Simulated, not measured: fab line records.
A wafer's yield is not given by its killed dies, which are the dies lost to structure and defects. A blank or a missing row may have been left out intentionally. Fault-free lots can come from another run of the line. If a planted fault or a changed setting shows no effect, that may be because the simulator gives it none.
Chamber matching ; flow sky130 ; rieDiel-04 running SKY_METAL3_ETCH_17: 4 sister chambers
The step etches SiO2 in C4F8/O2/Ar, stops on TiN, time 3.9 s, target depth 15 nm. 14 wafers are shown with their chamber, then 7 later ones without.

## WAFERS WITH THEIR CHAMBER
wafer;chamber;oesProductAu (a.u.)
L075.2;2;0.743
L075.3;3;0.752
L075.6;2;0.743
L080.1;0;0.759
L080.2;1;0.751
L080.5;0;0.761
L083.2;2;0.754
L083.5;1;0.754
L083.6;2;0.763
L091.4;0;0.754
L091.5;1;0.767
L091.6;0;0.749
L092.3;0;0.764
L092.4;2;0.755

SIGNATURES (averages over the wafers above)
reading;chamber 0;chamber 1;chamber 2;chamber 3;scatter within a chamber
oesProductAu;0.75740;0.75733;0.75160;0.75200;0.00762
Rule: distance of a wafer from a chamber = root of the sum over the readings of ((wafer's reading minus chamber's mean) / reading's scatter) squared. If the next closest chamber is less than 2 further off than the closest, the wafer can't be placed; otherwise it belongs to the closest. The scatter is the square root of a quotient: the sum, over the shown wafers, of each reading's squared deviation from its chamber's mean, divided by wafers minus chambers.

## WAFERS MISSING THEIR CHAMBER
wafer;oesProductAu (a.u.)
L092.6;0.768
L094.2;0.754
L094.3;0.752
L094.6;0.767
L095.2;0.757
L095.3;0.748
L095.6;0.751

## CHAMBER TAKEN BY EACH
wafer;from the rows above;in truth
L092.6;can't be placed: 0 or 1 or 3 or 2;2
L094.2;can't be placed: 3 or 2 or 1 or 0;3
L094.3;can't be placed: 3 or 2 or 1 or 0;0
L094.6;can't be placed: 0 or 1 or 3 or 2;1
L095.2;can't be placed: 1 or 0 or 3 or 2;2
L095.3;can't be placed: 2 or 3 or 1 or 0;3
L095.6;can't be placed: 2 or 3 or 1 or 0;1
Correctly placed: 0 of 7. From these rows, 7 cannot be placed; in 7 the true chamber is one of the candidates. Number placed wrongly: 0.
